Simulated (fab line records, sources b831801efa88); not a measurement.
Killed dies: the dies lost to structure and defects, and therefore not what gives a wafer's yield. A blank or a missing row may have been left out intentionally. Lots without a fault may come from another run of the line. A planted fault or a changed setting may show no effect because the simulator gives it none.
fab line records	flow gf180mcu	part 2 of 2: steps 27 to 38 of 38
[record] lots = 5	wafers = 15	last_day = 34
route steps=602 shown CONTACT@293 M1@315
lots with no fault: from the same line, run without faults
start_h: hours from the record's opening day to when the first of the lot's shown wafers began	wait_h: how many hours have passed since the lot's step before this one	" identical to the entry in the row above	L1.1+2: several wafers, shown together as one row	- no value, or no start was given	* or withheld: withheld	< > ~ a bound
route shown NAME@n: names a module that has steps shown in the file, with the first one's number in the route	usual: mean/standard deviation of fault-free wafers	same: alike in all rows	chamber/n: place in a boat	sites: readings site by site	_std_site: how widely they spread, as a standard deviation	_edge_site: the outer-site mean with the inner-site mean subtracted	radius_mm: for every site, how far away it sits from the centre of the wafer	mask NAME#n: copy n	behind: the tool/chamber that last shaped the wafer	hold: reason for holding the lot/hours on hold/outcome of the hold	device: transistor that didn't switch, given as n, p or np	end of line: the route-end tests of the same wafers	a step given without rows: its recipe and nothing more	killed: the dies lost at the first sort to structure and to defects; this is not the yield of the wafer	map: dies across one wafer; x = killed, . = not, _ = none there
set.NAME: setting as actually run; set.NAME@STEP: the setting as run at that earlier step	model.NAME: the simulator's own value behind a step, which no gauge read
lots seen at some steps along the route; tables by step, rows by wafer
services: from which hour (start_h, from the record's first day; less than 0 if before it) a tool's chamber was out of use, for how many hours, and why
[[steps]]
[step GF_M1_SPUTTER_04]
[recipe] material = TiN	target_thk_nm = 50	power_w = 6500	time_s = 41.7	chamber_pressure_pa = 0.4
[usual] chamber_pressure_pa = 0.4000/0.00077	throttle_valve_pct = 30.9/1.1
lot.wafer	tool	chamber	start_h	wait_h	chamber_pressure_pa	throttle_valve_pct
L077.3	pvd_sputter-04	-	377.25	0.0	0.3991	28.9
L077.4	"	-	"	"	0.4009	30.4
L077.6	"	-	"	"	0.4012	29.2
L084.1	pvd_sputter-04	-	430.95	0.0	0.4007	31.0
L084.4	"	-	"	"	0.3991	32.4
L084.5	"	-	"	"	0.4007	30.7
L094.2	pvd_sputter-03	-	522.76	0.0	0.3998	30.8
L094.3	"	-	"	"	0.4001	28.4
L094.4	"	-	"	"	0.4001	31.5
L095.1	pvd_sputter-01	-	529.21	0.0	0.3996	31.8
L095.5	"	-	"	"	0.3995	31.6
L095.6	"	-	"	"	0.3996	31.7
L097.1	pvd_sputter-03	-	544.52	0.0	0.3999	28.6
L097.2	"	-	"	"	0.3997	31.1
L097.5	"	-	"	"	0.4005	28.6
[step GF_M1_RS_MEAS_05]
[recipe] thk_meas_gauge = four-point-probe	reads = TiN_of_M1_SPUTTER_04+Ti_of_M1_SPUTTER_03+AlCu_of_M1_SPUTTER_02+TiN_of_M1_SPUTTER_01+Ti_of_M1_SPUTTER_00
[usual] M1_ALCU_RS = 0.0692/0.001
lot.wafer	tool	chamber	start_h	wait_h	M1_ALCU_RS[ohm/sq]
L077.3	film_metro-03	-	377.33	0.1	0.0679
L077.4	"	-	"	"	0.0676
L077.6	"	-	"	"	0.0682
L084.1	film_metro-04	-	430.99	0.0	0.0685
L084.4	"	-	"	"	0.0690
L084.5	"	-	"	"	0.0684
L094.2	film_metro-01	-	522.82	0.0	0.0701
L094.3	"	-	"	"	0.0700
L094.4	"	-	"	"	0.0703
L095.1	film_metro-04	-	529.25	0.0	0.0705
L095.5	"	-	"	"	0.0707
L095.6	"	-	"	"	0.0702
L097.1	film_metro-04	-	544.56	0.0	0.0698
L097.2	"	-	"	"	0.0692
L097.5	"	-	"	"	0.0698
[step GF_M1_THK_MEAS_06]
[recipe] thk_meas_gauge = xrf	reads = AlCu_of_M1_SPUTTER_02
[usual] M1_ALCU_THK = 455/6.9
lot.wafer	tool	chamber	start_h	wait_h	M1_ALCU_THK[nm]
L077.3	film_metro-03	-	377.43	0.1	469
L077.4	"	-	"	"	468
L077.6	"	-	"	"	462
L084.1	film_metro-04	-	431.11	0.1	457
L084.4	"	-	"	"	453
L084.5	"	-	"	"	456
L094.2	film_metro-01	-	522.93	0.1	448
L094.3	"	-	"	"	447
L094.4	"	-	"	"	446
L095.1	film_metro-04	-	529.37	0.1	447
L095.5	"	-	"	"	446
L095.6	"	-	"	"	450
L097.1	film_metro-04	-	544.68	0.1	452
L097.2	"	-	"	"	457
L097.5	"	-	"	"	450
[step GF_M1_DEHYDRATE_07]
[recipe] temp_c = 200	time_s = 60
[usual] plate_temp_C = 200.02/0.15
lot.wafer	tool	chamber	start_h	wait_h	plate_temp_C
L077.3	litho_track-03	0	388.23	10.8	200.04
L077.4	"	0	"	"	200.08
L077.6	"	0	"	"	200.06
L084.1	litho_track-03	0	443.03	11.9	199.96
L084.4	"	0	"	"	200.09
L084.5	"	0	"	"	200.20
L094.2	litho_track-03	0	533.11	10.2	199.90
L094.3	"	0	"	"	200.00
L094.4	"	0	"	"	199.97
L095.1	litho_track-01	0	539.13	9.8	200.20
L095.5	"	0	"	"	200.14
L095.6	"	0	"	"	200.06
L097.1	litho_track-04	0	555.39	10.7	199.77
L097.2	"	0	"	"	199.99
L097.5	"	0	"	"	200.00
[step GF_M1_HMDS_08]
[recipe] prime_time_s = 60	prime_temp_c = 120
lot.wafer	tool	chamber	start_h	wait_h
L077.3+4+6	litho_track-03	0	388.38	0.1
L084.1+4+5	litho_track-03	0	443.18	0.1
L094.2+3+4	litho_track-03	0	533.26	0.1
L095.1+5+6	litho_track-01	0	539.28	0.1
L097.1+2+5	litho_track-04	0	555.54	0.1
[step GF_M1_COAT_09]
[recipe] resist = KrF	spin_rpm = withheld	resist_thk_nm = 1000
lot.wafer	tool	chamber	start_h	wait_h
L077.3+4+6	litho_track-03	0	388.53	0.1
L084.1+4+5	litho_track-03	0	443.33	0.1
L094.2+3+4	litho_track-03	0	533.41	0.1
L095.1+5+6	litho_track-01	0	539.43	0.1
L097.1+2+5	litho_track-04	0	555.69	0.1
[step GF_M1_SOFTBAKE_10]
[recipe] temp_c = 130	time_s = 60	resist = KrF
[usual] plate_temp_C = 130.00/0.14
lot.wafer	tool	chamber	start_h	wait_h	plate_temp_C
L077.3	litho_track-03	0	388.68	0.1	130.17
L077.4	"	0	"	"	129.88
L077.6	"	0	"	"	129.85
L084.1	litho_track-03	0	443.48	0.1	130.32
L084.4	"	0	"	"	130.14
L084.5	"	0	"	"	130.35
L094.2	litho_track-03	0	533.56	0.1	130.10
L094.3	"	0	"	"	129.84
L094.4	"	0	"	"	129.56
L095.1	litho_track-01	0	539.58	0.1	129.79
L095.5	"	0	"	"	130.03
L095.6	"	0	"	"	129.89
L097.1	litho_track-04	0	555.84	0.1	130.15
L097.2	"	0	"	"	129.92
L097.5	"	0	"	"	130.16
[step GF_M1_EXPOSE_11]
[recipe] mask_id = Metal1	target_cd_nm = 230	na = 0.68	source_shape = conventional	sigma_outer = 0.6	dose_mj = 28
lot.wafer	tool	chamber	start_h	wait_h	mask
L077.3+4+6	krf_scanner-01	0	-	-	Metal1#0
L084.1+4+5	krf_scanner-02	0	-	-	Metal1#0
L094.2+3+4	krf_scanner-01	0	-	-	Metal1#0
L095.1+5+6	krf_scanner-02	0	-	-	Metal1#0
L097.1+2+5	krf_scanner-01	0	-	-	Metal1#0
[step GF_M1_PEB_12]
[recipe] peb_temp_c = 135	peb_time_s = 90	resist = KrF
[usual] plate_temp_C = 135.03/0.13
lot.wafer	tool	chamber	start_h	wait_h	plate_temp_C
L077.3	litho_track-03	0	-	-	135.20
L077.4	"	0	"	"	135.14
L077.6	"	0	"	"	134.81
L084.1	litho_track-01	0	-	-	135.11
L084.4	"	0	"	"	135.08
L084.5	"	0	"	"	135.12
L094.2	litho_track-01	0	-	-	134.89
L094.3	"	0	"	"	134.99
L094.4	"	0	"	"	135.05
L095.1	litho_track-04	0	-	-	134.99
L095.5	"	0	"	"	135.12
L095.6	"	0	"	"	134.89
L097.1	litho_track-04	0	-	-	134.86
L097.2	"	0	"	"	135.18
L097.5	"	0	"	"	135.22
[step GF_M1_DEVELOP_13]
[recipe] develop_time_s = 60	dev_temp_c = 21
[same] develop_time_s = 60
lot.wafer	tool	chamber	start_h	wait_h
L077.3+4+6	litho_track-03	0	401.68	0.1
L084.1+4+5	litho_track-01	0	456.68	0.2
L094.2+3+4	litho_track-01	0	544.51	0.2
L095.1+5+6	litho_track-04	0	551.14	0.2
L097.1+2+5	litho_track-04	0	566.74	0.2
[step GF_M1_CD_MEAS_14]
[recipe] target_cd_nm = 230
[usual] cd_nm = 230.1/1
lot.wafer	tool	chamber	start_h	wait_h	cd_nm
L077.3	cd_sem-02	-	401.82	0.1	229.6
L077.4	"	-	"	"	229.5
L077.6	"	-	"	"	229.6
L084.1	cd_sem-01	-	456.83	0.1	230.4
L084.4	"	-	"	"	230.3
L084.5	"	-	"	"	230.8
L094.2	cd_sem-01	-	544.65	0.1	228.2
L094.3	"	-	"	"	230.2
L094.4	"	-	"	"	229.3
L095.1	cd_sem-01	-	551.29	0.1	229.8
L095.5	"	-	"	"	230.5
L095.6	"	-	"	"	230.4
L097.1	cd_sem-01	-	566.89	0.1	231.8
L097.2	"	-	"	"	231.7
L097.5	"	-	"	"	230.6
[step GF_M1_OVL_MEAS_15]
[usual] M1_OVL = 1/4.7
lot.wafer	tool	chamber	start_h	wait_h	M1_OVL[nm]
L077.3	overlay-01	-	401.91	0.1	-2
L077.4	"	-	"	"	1
L077.6	"	-	"	"	4
L084.1	overlay-01	-	456.95	0.1	-4
L084.4	"	-	"	"	4
L084.5	"	-	"	"	-3
L094.2	overlay-02	-	544.76	0.1	9
L094.3	"	-	"	"	3
L094.4	"	-	"	"	-4
L095.1	overlay-02	-	551.41	0.1	5
L095.5	"	-	"	"	3
L095.6	"	-	"	"	0
L097.1	overlay-01	-	567.01	0.1	-5
L097.2	"	-	"	"	-6
L097.5	"	-	"	"	2
[[services]]
tool	chamber	start_h	hours	kind
pvd_sputter-01	-	339.81	10.0	repair
krf_scanner-01	-	347.90	1.3	pm
krf_scanner-01	-	353.51	0.8	pm
krf_scanner-01	-	364.78	4.0	pm
krf_scanner-01	-	368.80	1.0	pm
krf_scanner-01	-	390.42	0.8	pm
rie_diel-03	-	397.22	0.6	repair
rie_diel-03	3	410.79	9.5	repair
rie_diel-03	-	419.60	1.5	repair
rie_diel-03	-	420.18	0.6	repair
krf_scanner-01	-	443.63	9.3	repair
krf_scanner-01	-	455.67	1.4	repair
pvd_sputter-01	-	472.45	0.9	repair
pvd_sputter-01	-	472.68	3.9	repair
wet_bench-04	-	477.24	2.3	repair
rie_diel-03	1	480.42	3.9	repair
krf_scanner-01	-	505.49	1.3	pm
rie_diel-03	1	519.74	4.4	repair
pvd_sputter-04	-	523.28	0.7	repair
rie_diel-03	-	526.74	0.9	repair
pvd_sputter-04	-	537.10	0.6	repair
krf_scanner-01	-	537.52	1.0	pm
pvd_sputter-01	-	553.46	6.0	repair
pvd_sputter-04	-	562.26	9.9	repair
